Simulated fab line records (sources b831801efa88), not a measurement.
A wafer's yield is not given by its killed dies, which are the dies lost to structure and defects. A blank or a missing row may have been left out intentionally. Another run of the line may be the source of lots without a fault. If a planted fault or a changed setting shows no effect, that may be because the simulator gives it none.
Code-filled problem report in 8D (eight disciplines) form ; flow sky130 ; the parts of the form that need people (team, actions taken, sign-off) are left out

== 1. PROBLEM STATEMENT ==
At SKY_CAP2M_METAL_ETCH_13, chamber pressure mTorr averages 11.995 mTorr over 4 wafers from 2 lots, while fault-free wafers read 10.001 mTorr, standard deviation 0.0092. That is +99 or more standard deviations from the usual mean.
The step: etches TiN in Cl2/BCl3, stops on SiO2, target depth 220 nm, time 62.9 s.
First seen on wafer L809.4, day 43 01:44, on rie metal-02. The record has a number at this step for 18 wafers belonging to 6 lots. The rule behind "out" and "out of limits": a value lying over 4 standard deviations away from the usual mean. Any other wafer with a number is counted as sound.

== 2. WHAT IT IS, WHAT IT ISN'T ==
question;is;is not
which readings at this step;chamber pressure mTorr;drypump motor current A, oes product au, throttle valve pct
which lots;L809, L810;L802, L803, L821, L822
which wafers of those lots;L809.4, L809.5, L810.4, L810.5;L809.6, L810.6
read on which tools;rie metal-02;rie metal-01, rie metal-03
when;from day 43 01:44;"up to then (7 sound wafers); but 7 sound wafers of L810, L821, L822 came after"

== 3. SUSPECTS, AND WHAT RULES EACH OUT ==
Counting: if a tool at a process step up to the reading ran every lot that is out, it stays a suspect. Sound lots after the first of them don't rule it out here, since some wafers of a struck lot are sound.
- rie metal-02 at SKY_CAP2M_METAL_ETCH_13 (etches TiN in Cl2/BCl3, stops on SiO2, target depth 220 nm, time 62.9 s): kept. Ran every lot that is out, first one L809 (day 43 01:44); last sound lot up to then L803 (day 41 04:31). On those wafers its own readings are out: chamber pressure mTorr.
- Within rie metal-02 at SKY_CAP2M_METAL_ETCH_13: the wafers that are out ran in chamber 1; their sound lot-mates ran in chamber 0.
After counting, what remains is rie metal-02 at SKY_CAP2M_METAL_ETCH_13.

== 4. THE CAUSE (what the simulator had put in) ==
rie metal-02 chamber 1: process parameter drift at SKY_CAP2M_METAL_ETCH_13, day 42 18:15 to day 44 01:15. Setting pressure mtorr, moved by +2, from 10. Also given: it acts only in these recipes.
Counting left only this tool.

== 5. SEQUENCE OF EFFECTS, ordered by route ==
Rows list readings where the struck wafers' mean (over those with a number) sits beyond 3 standard deviations from the usual. Readings are gone through only where the record gives a usual standard deviation; hours: the median, over the lots, of the time from a lot's start at the first step in this table giving one to that lot's start at this step; sigmas: the change measured in usual standard deviations.
hours;step;reading;usual;on struck wafers;change;sigmas
0;SKY_CAP2M_METAL_ETCH_13;chamber pressure mTorr;10.001 mTorr;11.995;+1.995;+99 or more
The process steps in it:
- SKY_CAP2M_METAL_ETCH_13: etches TiN in Cl2/BCl3, stops on SiO2, target depth 220 nm, time 62.9 s.

== 6. WHAT WOULD HAVE CAUGHT IT SOONER ==
In this record the first reading out of limits was taken at day 43 01:44, 7 hours after the fault began at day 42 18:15.
